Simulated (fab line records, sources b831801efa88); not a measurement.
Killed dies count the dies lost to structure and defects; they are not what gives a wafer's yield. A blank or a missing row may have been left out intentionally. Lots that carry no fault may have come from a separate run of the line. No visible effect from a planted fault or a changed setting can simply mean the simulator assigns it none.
fab line records | flow gf180mcu
record: lots: 12 | wafers: 36 | last-day: 36
route steps=602 shown MVPSD@88 VT_IMPLANT@119 POLY_GATE@175 HV_LDD@185
lots with no fault: from the same line, run without faults
start-h: the number of hours between the record's first day and the start of the first shown wafer of the lot | wait-h: hours since the lot's step before | " unchanged from the row above | L1.1+2: one row covering several wafers at once | - no value present, or no start provided | * or withheld: withheld | < > ~ a bound
route shown NAME@n: a module of which the file shows steps, and the number in the route of the first | usual: mean/standard deviation taken from wafers without a fault | same: alike in all rows | chamber/n: place in a boat | sites: per-site readings | _std_site: their standard deviation | _edge_site: mean of outer sites minus mean of inner sites | radius-mm: for every site, how far away it sits from the centre of the wafer | mask NAME#n: copy n | behind: the most recent tool/chamber to have shaped the wafer | hold: reason for holding the lot/hours on hold/outcome of the hold | device: which transistor (n, p or np) failed to switch | end of line: the route-end tests of the same wafers | a step with no rows: only its recipe | killed: the dies lost at the first sort to structure and to defects; this is not the yield of the wafer | map: shows each die of a wafer: x if killed, . if not, _ if none is there
set.NAME: the setting the step ran with; set.NAME@STEP: the setting that earlier step ran with | model.NAME: the simulator's own value behind a step, which no gauge read
one table for each step of the route and one row for each wafer, over a sample of lots
services: the hour from which a tool's chamber was out of use, counted from the record's first day as start-h (under 0 if before that day), plus the number of hours and why
== steps ==
step: GF_MVPSD_STRIP_10
recipe: chemistry: O2/N2 | power-w: 1400 | pressure-mtorr: 1500 | platen-temp-c: 250 | o2-flow-sccm: 3000 | n2-flow-sccm: 300 | overash-fraction: 0.5
usual: drypump-motor-current-A: 6.01/0.29 | heater-power-w: 337/42 | n2-flow-sccm: 300.0/0.89 | oes-product-au: 0.723/0.0042 | strip-time-to-endpoint-s: 37.02/0.11
lot.wafer | tool            | chamber | start-h | wait-h | drypump-motor-current-A | heater-power-w | n2-flow-sccm | oes-product-au | rf-hours-counter-h | strip-time-to-endpoint-s
L250.2    | plasma-asher-03 | 0       | 104.70  | 0.1    | 5.82                    | 310            | 301.7        | 0.725          | 45                 | 37.14
L250.5    | "               | 1       | "       | "      | 6.56                    | 296            | 298.6        | 0.716          | -                  | 37.08
L250.6    | "               | 0       | "       | "      | 5.79                    | 305            | 301.3        | 0.724          | -                  | 37.10
L251.3    | plasma-asher-04 | 1       | 114.88  | 0.1    | 5.79                    | 314            | 299.7        | 0.723          | -                  | 36.99
L251.5    | "               | 0       | "       | "      | 5.63                    | 385            | 300.8        | 0.718          | -                  | 37.18
L251.6    | "               | 1       | "       | "      | 5.76                    | 322            | 300.4        | 0.724          | -                  | 37.13
L253.1    | plasma-asher-03 | 0       | 126.21  | 0.1    | 5.81                    | 305            | 300.8        | 0.716          | 48                 | 37.21
L253.3    | "               | 1       | "       | "      | 6.57                    | 298            | 301.4        | 0.724          | -                  | 37.13
L253.5    | "               | 0       | "       | "      | 5.81                    | 302            | 300.7        | 0.712          | -                  | 37.20
L254.1    | plasma-asher-04 | 0       | 132.16  | 0.1    | 5.62                    | 386            | 300.2        | 0.717          | 46                 | 37.21
L254.5    | "               | 1       | "       | "      | 5.79                    | 318            | 299.6        | 0.722          | -                  | 37.13
L254.6    | "               | 0       | "       | "      | 5.62                    | 378            | 301.2        | 0.719          | -                  | 37.25
L258.2    | plasma-asher-04 | 1       | 155.51  | 0.1    | 5.76                    | 320            | 301.6        | 0.725          | 48                 | 36.79
L258.4    | "               | 1       | "       | "      | 5.74                    | 308            | 300.2        | 0.716          | -                  | 36.83
L258.6    | "               | 0       | "       | "      | 5.64                    | 373            | 299.0        | 0.719          | -                  | 36.90
L261.1    | plasma-asher-02 | 1       | 174.35  | 0.1    | 6.19                    | 400            | 299.5        | 0.721          | 32                 | 36.99
L261.3    | "               | 1       | "       | "      | 6.21                    | 399            | 299.9        | 0.717          | -                  | 36.96
L261.6    | "               | 0       | "       | "      | 5.91                    | 298            | 300.9        | 0.720          | -                  | 37.02
L263.2    | plasma-asher-03 | 1       | 184.96  | 0.1    | 6.58                    | 301            | 299.4        | 0.719          | 54                 | 37.05
L263.3    | "               | 0       | "       | "      | 5.80                    | 304            | 299.4        | 0.716          | -                  | 37.10
L263.4    | "               | 1       | "       | "      | 6.56                    | 297            | 299.9        | 0.726          | -                  | 36.97
L266.3    | plasma-asher-02 | 0       | 203.84  | 0.1    | 5.95                    | 301            | 299.7        | 0.724          | -                  | 36.89
L266.5    | "               | 0       | "       | "      | 5.92                    | 301            | 300.6        | 0.723          | -                  | 36.87
L266.6    | "               | 1       | "       | "      | 6.22                    | 400            | 300.2        | 0.721          | -                  | 36.88
L267.1    | plasma-asher-03 | 0       | 215.50  | 0.1    | 5.83                    | 319            | 301.1        | 0.718          | 57                 | 37.00
L267.3    | "               | 0       | "       | "      | 5.82                    | 313            | 299.5        | 0.721          | -                  | 37.03
L267.4    | "               | 1       | "       | "      | 6.56                    | 286            | 299.1        | 0.722          | -                  | 37.07
L271.1    | plasma-asher-03 | 1       | 236.35  | 0.1    | 6.57                    | 296            | 300.0        | 0.726          | 60                 | 36.95
L271.3    | "               | 0       | "       | "      | 5.81                    | 311            | 299.4        | 0.726          | -                  | 37.02
L271.4    | "               | 1       | "       | "      | 6.57                    | 293            | 300.9        | 0.723          | -                  | 36.95
L272.1    | plasma-asher-02 | 0       | 243.66  | 0.1    | 5.90                    | 300            | 301.6        | 0.724          | 37                 | 36.99
L272.4    | "               | 0       | "       | "      | 5.91                    | 296            | 301.5        | 0.723          | -                  | 37.08
L272.6    | "               | 1       | "       | "      | 6.25                    | 394            | 299.8        | 0.724          | -                  | 37.08
L273.3    | plasma-asher-02 | 0       | 248.13  | 0.1    | 5.90                    | 311            | 301.8        | 0.720          | -                  | 36.70
L273.4    | "               | 1       | "       | "      | 6.23                    | 394            | 299.8        | 0.730          | -                  | 37.01
L273.5    | "               | 0       | "       | "      | 5.94                    | 305            | 302.9        | 0.720          | -                  | 36.84
step: GF_VT_IMPLANT_OVL_MEAS_29
usual: VT_IMPLANT_02_OVL: -0.5/1.5
lot.wafer | tool       | chamber | start-h | wait-h | VT_IMPLANT_02_OVL[nm]
L250.2    | overlay-01 | -       | 156.43  | 0.1    | -1.8
L250.5    | "          | -       | "       | "      | 0.5
L250.6    | "          | -       | "       | "      | 0.0
L251.3    | overlay-02 | -       | 166.81  | 0.1    | -0.3
L251.5    | "          | -       | "       | "      | 3.5
L251.6    | "          | -       | "       | "      | 2.5
L253.1    | overlay-02 | -       | 178.69  | 0.1    | 0.4
L253.3    | "          | -       | "       | "      | -2.1
L253.5    | "          | -       | "       | "      | -3.4
L254.1    | overlay-01 | -       | 186.51  | 0.1    | -3.0
L254.5    | "          | -       | "       | "      | -2.6
L254.6    | "          | -       | "       | "      | -1.7
L258.2    | overlay-01 | -       | 213.15  | 0.1    | -0.9
L258.4    | "          | -       | "       | "      | 0.1
L258.6    | "          | -       | "       | "      | -0.4
L261.1    | overlay-01 | -       | 233.39  | 0.1    | 1.3
L261.3    | "          | -       | "       | "      | 0.8
L261.6    | "          | -       | "       | "      | 2.8
L263.2    | overlay-01 | -       | 245.47  | 0.1    | 0.4
L263.3    | "          | -       | "       | "      | 1.2
L263.4    | "          | -       | "       | "      | 1.3
L266.3    | overlay-02 | -       | 266.25  | 0.1    | -1.0
L266.5    | "          | -       | "       | "      | -0.4
L266.6    | "          | -       | "       | "      | 2.3
L267.1    | overlay-01 | -       | 278.82  | 0.1    | 0.9
L267.3    | "          | -       | "       | "      | 0.8
L267.4    | "          | -       | "       | "      | 2.0
L271.1    | overlay-01 | -       | 299.42  | 0.1    | -4.4
L271.3    | "          | -       | "       | "      | -2.8
L271.4    | "          | -       | "       | "      | -2.0
L272.1    | overlay-02 | -       | 305.71  | 0.1    | 0.7
L272.4    | "          | -       | "       | "      | -2.4
L272.6    | "          | -       | "       | "      | 0.0
L273.3    | overlay-02 | -       | 311.47  | 0.1    | -1.0
L273.4    | "          | -       | "       | "      | -0.2
L273.5    | "          | -       | "       | "      | -0.8
step: GF_POLY_GATE_CD_MEAS_18
usual: cd-nm: 279.4/2
lot.wafer | tool      | chamber | start-h | wait-h | cd-nm
L250.2    | cd-sem-02 | -       | 223.11  | 0.1    | 282.3
L250.5    | "         | -       | "       | "      | 280.6
L250.6    | "         | -       | "       | "      | 278.8
L251.3    | cd-sem-02 | -       | 235.92  | 0.1    | 281.7
L251.5    | "         | -       | "       | "      | 279.6
L251.6    | "         | -       | "       | "      | 280.0
L253.1    | cd-sem-02 | -       | 247.82  | 0.1    | 278.9
L253.3    | "         | -       | "       | "      | 277.3
L253.5    | "         | -       | "       | "      | 278.3
L254.1    | cd-sem-01 | -       | 254.93  | 0.1    | 278.4
L254.5    | "         | -       | "       | "      | 278.8
L254.6    | "         | -       | "       | "      | 277.8
L258.2    | cd-sem-02 | -       | 287.32  | 0.1    | 279.7
L258.4    | "         | -       | "       | "      | 279.0
L258.6    | "         | -       | "       | "      | 276.8
L261.1    | cd-sem-02 | -       | 305.12  | 0.1    | 281.9
L261.3    | "         | -       | "       | "      | 278.6
L261.6    | "         | -       | "       | "      | 282.3
L263.2    | cd-sem-02 | -       | 318.62  | 0.1    | 277.6
L263.3    | "         | -       | "       | "      | 275.9
L263.4    | "         | -       | "       | "      | 277.2
L266.3    | cd-sem-02 | -       | 338.80  | 0.1    | 283.2
L266.5    | "         | -       | "       | "      | 279.4
L266.6    | "         | -       | "       | "      | 282.0
L267.1    | cd-sem-01 | -       | 352.73  | 0.1    | 279.4
L267.3    | "         | -       | "       | "      | 277.5
L267.4    | "         | -       | "       | "      | 277.2
L271.1    | cd-sem-02 | -       | 374.11  | 0.1    | 284.8
L271.3    | "         | -       | "       | "      | 283.9
L271.4    | "         | -       | "       | "      | 284.0
L272.1    | cd-sem-02 | -       | 384.41  | 0.1    | 279.9
L272.4    | "         | -       | "       | "      | 280.9
L272.6    | "         | -       | "       | "      | 280.8
L273.3    | cd-sem-01 | -       | 388.77  | 0.1    | 282.0
L273.4    | "         | -       | "       | "      | 279.6
L273.5    | "         | -       | "       | "      | 280.7
step: GF_HV_LDD_IMPLANT_09
recipe: species: As | energy-kev: 40 | dose-cm2: 1e+14 | tilt-deg: 7
usual: dose-ions-cm2: 1.0001e+14/1e+11 | faraday-current-uA: 566/11
same: implant-ion-amu: 75
lot.wafer | tool         | chamber | start-h | wait-h | dose-ions-cm2 | faraday-current-uA
L250.2    | implanter-03 | 0       | 244.29  | 0.0    | 1.001e+14     | 588
L250.5    | "            | 0       | "       | "      | 1.0006e+14    | 574
L250.6    | "            | 0       | "       | "      | 9.983e+13     | 573
L251.3    | implanter-01 | 0       | 256.98  | 0.1    | 1.0023e+14    | 575
L251.5    | "            | 0       | "       | "      | 1.0005e+14    | 570
L251.6    | "            | 0       | "       | "      | 1.0017e+14    | 560
L253.1    | implanter-03 | 0       | 269.72  | 0.0    | 9.995e+13     | 558
L253.3    | "            | 0       | "       | "      | 1.0009e+14    | 587
L253.5    | "            | 0       | "       | "      | 9.994e+13     | 564
L254.1    | implanter-02 | 0       | 276.73  | 0.0    | 1.0005e+14    | 562
L254.5    | "            | 0       | "       | "      | 1.0001e+14    | 596
L254.6    | "            | 0       | "       | "      | 1e+14         | 551
L258.2    | implanter-03 | 0       | 308.45  | 0.0    | 1.0002e+14    | 591
L258.4    | "            | 0       | "       | "      | 1.0003e+14    | 562
L258.6    | "            | 0       | "       | "      | 1.0013e+14    | 572
L261.1    | implanter-03 | 0       | 327.07  | 0.0    | 1e+14         | 556
L261.3    | "            | 0       | "       | "      | 1.0018e+14    | 580
L261.6    | "            | 0       | "       | "      | 1.0002e+14    | 564
L263.2    | implanter-01 | 0       | 340.30  | 0.0    | 1.0005e+14    | 566
L263.3    | "            | 0       | "       | "      | 1.0007e+14    | 546
L263.4    | "            | 0       | "       | "      | 1.0011e+14    | 576
L266.3    | implanter-01 | 0       | 362.32  | 0.1    | 1.0012e+14    | 573
L266.5    | "            | 0       | "       | "      | 1e+14         | 579
L266.6    | "            | 0       | "       | "      | 1.0002e+14    | 541
L267.1    | implanter-02 | 0       | 375.87  | 0.0    | 9.989e+13     | 567
L267.3    | "            | 0       | "       | "      | 1.0011e+14    | 564
L267.4    | "            | 0       | "       | "      | 1.0006e+14    | 573
L271.1    | implanter-03 | 0       | 397.47  | 0.0    | 9.996e+13     | 587
L271.3    | "            | 0       | "       | "      | 1.0018e+14    | 558
L271.4    | "            | 0       | "       | "      | 1.0008e+14    | 562
L272.1    | implanter-03 | 0       | 408.17  | 0.0    | 7.721e+13     | 446
L272.4    | "            | 0       | "       | "      | 7.723e+13     | 433
L272.6    | "            | 0       | "       | "      | 7.734e+13     | 441
L273.3    | implanter-03 | 0       | 413.17  | 0.2    | 7.742e+13     | 431
L273.4    | "            | 0       | "       | "      | 7.734e+13     | 440
L273.5    | "            | 0       | "       | "      | 7.745e+13     | 435
step: GF_HV_LDD_TW_MEAS_11
usual: HV_LDD_TW: 2389/29
lot.wafer | tool          | chamber | start-h | wait-h | HV_LDD_TW
L250.2    | film-metro-03 | -       | 244.53  | 0.1    | 2421
L250.5    | "             | -       | "       | "      | 2424
L250.6    | "             | -       | "       | "      | 2428
L251.3    | film-metro-03 | -       | 257.20  | 0.1    | 2411
L251.5    | "             | -       | "       | "      | 2414
L251.6    | "             | -       | "       | "      | 2418
L253.1    | film-metro-02 | -       | 269.97  | 0.1    | 2359
L253.3    | "             | -       | "       | "      | 2367
L253.5    | "             | -       | "       | "      | 2363
L254.1    | film-metro-02 | -       | 276.98  | 0.1    | 2353
L254.5    | "             | -       | "       | "      | 2364
L254.6    | "             | -       | "       | "      | 2363
L258.2    | film-metro-03 | -       | 308.68  | 0.1    | 2434
L258.4    | "             | -       | "       | "      | 2427
L258.6    | "             | -       | "       | "      | 2422
L261.1    | film-metro-03 | -       | 327.32  | 0.1    | 2417
L261.3    | "             | -       | "       | "      | 2401
L261.6    | "             | -       | "       | "      | 2422
L263.2    | film-metro-03 | -       | 340.53  | 0.1    | 2428
L263.3    | "             | -       | "       | "      | 2443
L263.4    | "             | -       | "       | "      | 2421
L266.3    | film-metro-02 | -       | 362.54  | 0.1    | 2358
L266.5    | "             | -       | "       | "      | 2354
L266.6    | "             | -       | "       | "      | 2370
L267.1    | film-metro-02 | -       | 376.12  | 0.1    | 2363
L267.3    | "             | -       | "       | "      | 2379
L267.4    | "             | -       | "       | "      | 2356
L271.1    | film-metro-03 | -       | 397.72  | 0.1    | 2412
L271.3    | "             | -       | "       | "      | 2434
L271.4    | "             | -       | "       | "      | 2422
L272.1    | film-metro-02 | -       | 408.42  | 0.1    | 2193
L272.4    | "             | -       | "       | "      | 2208
L272.6    | "             | -       | "       | "      | 2212
L273.3    | film-metro-02 | -       | 413.39  | 0.1    | 2211
L273.4    | "             | -       | "       | "      | 2208
L273.5    | "             | -       | "       | "      | 2210
step: GF_HV_LDD_RS_MEAS_53
recipe: thk-meas-gauge: four-point-probe
usual: HV_LDD_RS: 418.9/0.94
lot.wafer | tool          | chamber | start-h | wait-h | HV_LDD_RS[ohm/sq]
L250.2    | film-metro-04 | -       | 308.78  | 0.1    | 420.4
L250.5    | "             | -       | "       | "      | 419.7
L250.6    | "             | -       | "       | "      | 419.8
L251.3    | film-metro-03 | -       | 321.95  | 0.1    | 419.0
L251.5    | "             | -       | "       | "      | 419.3
L251.6    | "             | -       | "       | "      | 418.5
L253.1    | film-metro-02 | -       | 335.16  | 0.1    | 418.9
L253.3    | "             | -       | "       | "      | 417.9
L253.5    | "             | -       | "       | "      | 418.6
L254.1    | film-metro-04 | -       | 340.56  | 0.1    | 418.4
L254.5    | "             | -       | "       | "      | 418.8
L254.6    | "             | -       | "       | "      | 418.5
L258.2    | film-metro-04 | -       | 376.72  | 0.1    | 419.2
L258.4    | "             | -       | "       | "      | 417.8
L258.6    | "             | -       | "       | "      | 419.5
L261.1    | film-metro-04 | -       | 399.20  | 0.1    | 421.4
L261.3    | "             | -       | "       | "      | 419.8
L261.6    | "             | -       | "       | "      | 420.0
L263.2    | film-metro-03 | -       | 413.42  | 0.1    | 418.6
L263.3    | "             | -       | "       | "      | 418.4
L263.4    | "             | -       | "       | "      | 418.8
L266.3    | film-metro-03 | -       | 436.74  | 0.1    | 418.5
L266.5    | "             | -       | "       | "      | 418.6
L266.6    | "             | -       | "       | "      | 419.2
L267.1    | film-metro-04 | -       | 450.40  | 0.1    | 418.9
L267.3    | "             | -       | "       | "      | 419.2
L267.4    | "             | -       | "       | "      | 418.1
L271.1    | film-metro-04 | -       | 474.35  | 0.1    | 420.2
L271.3    | "             | -       | "       | "      | 418.8
L271.4    | "             | -       | "       | "      | 419.1
L272.1    | film-metro-03 | -       | 483.90  | 0.1    | 465.8
L272.4    | "             | -       | "       | "      | 465.2
L272.6    | "             | -       | "       | "      | 463.6
L273.3    | film-metro-03 | -       | 489.69  | 0.1    | 467.8
L273.4    | "             | -       | "       | "      | 466.8
L273.5    | "             | -       | "       | "      | 467.7
== services ==
tool            | chamber | start-h | hours | kind
plasma-asher-02 | -       | 85.82   | 28.1  | pm
implanter-03    | -       | 90.98   | 2.7   | repair
implanter-01    | -       | 96.21   | 2.3   | repair
implanter-03    | -       | 102.54  | 3.7   | repair
implanter-01    | -       | 112.97  | 0.9   | repair
implanter-03    | -       | 122.34  | 3.2   | repair
plasma-asher-02 | -       | 122.52  | 13.5  | repair
implanter-02    | -       | 132.46  | 0.5   | repair
plasma-asher-03 | -       | 132.52  | 2.7   | repair
implanter-01    | -       | 142.87  | 1.7   | repair
plasma-asher-03 | -       | 161.03  | 3.8   | repair
plasma-asher-02 | -       | 178.44  | 4.0   | pm
plasma-asher-02 | -       | 213.29  | 14.7  | pm
implanter-01    | -       | 216.71  | 3.9   | pm
implanter-02    | -       | 250.90  | 2.2   | repair
implanter-02    | -       | 292.86  | 1.0   | repair
plasma-asher-02 | -       | 312.66  | 3.5   | repair
implanter-01    | -       | 330.37  | 0.7   | repair
implanter-01    | -       | 412.86  | 3.5   | pm
== key ==
first-sign: step: GF_HV_LDD_IMPLANT_09 | reading: dose-ions-cm2 | direction: down | sigmas: 99+ | usual: 1.0001e+14 | struck: 7.733e+13
effect: step: GF_HV_LDD_IMPLANT_09 | reading: faraday-current-uA | direction: down | sigmas: 12 | usual: 566 | struck: 438
effect: step: GF_HV_LDD_TW_MEAS_11 | reading: HV_LDD_TW | direction: down | sigmas: 6.2 | usual: 2389 | struck: 2207
effect: step: GF_HV_LDD_RS_MEAS_53 | reading: HV_LDD_RS | direction: up | sigmas: 50 | usual: 418.9 | struck: 466.1
met-at GF_HV_LDD_IMPLANT_09
struck-lots L272,L273
tester-left-out L272,L273
not-acting-at GF_MVPSD_STRIP_10,GF_VT_IMPLANT_OVL_MEAS_29,GF_POLY_GATE_CD_MEAS_18
onset-between 397.47 408.17
fault: kind: process-parameter-drift | tool: implanter-03 | chamber: - | onset-h: 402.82 | steps: GF_HV_LDD_IMPLANT_09 | channel: dose-cm2 | offset: -2.2676e+13 | shape: step | end-h: 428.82 | acts-in: these-recipes-only | stated: 1e+14
tester-left-out: of these lots the tester's yield and bins aren't shown, on N5 and GAA mostly nor the transistor test; their killed dies are dies lost to structure and defects alone, not to doping, threshold or leakage, so they don't give the yield
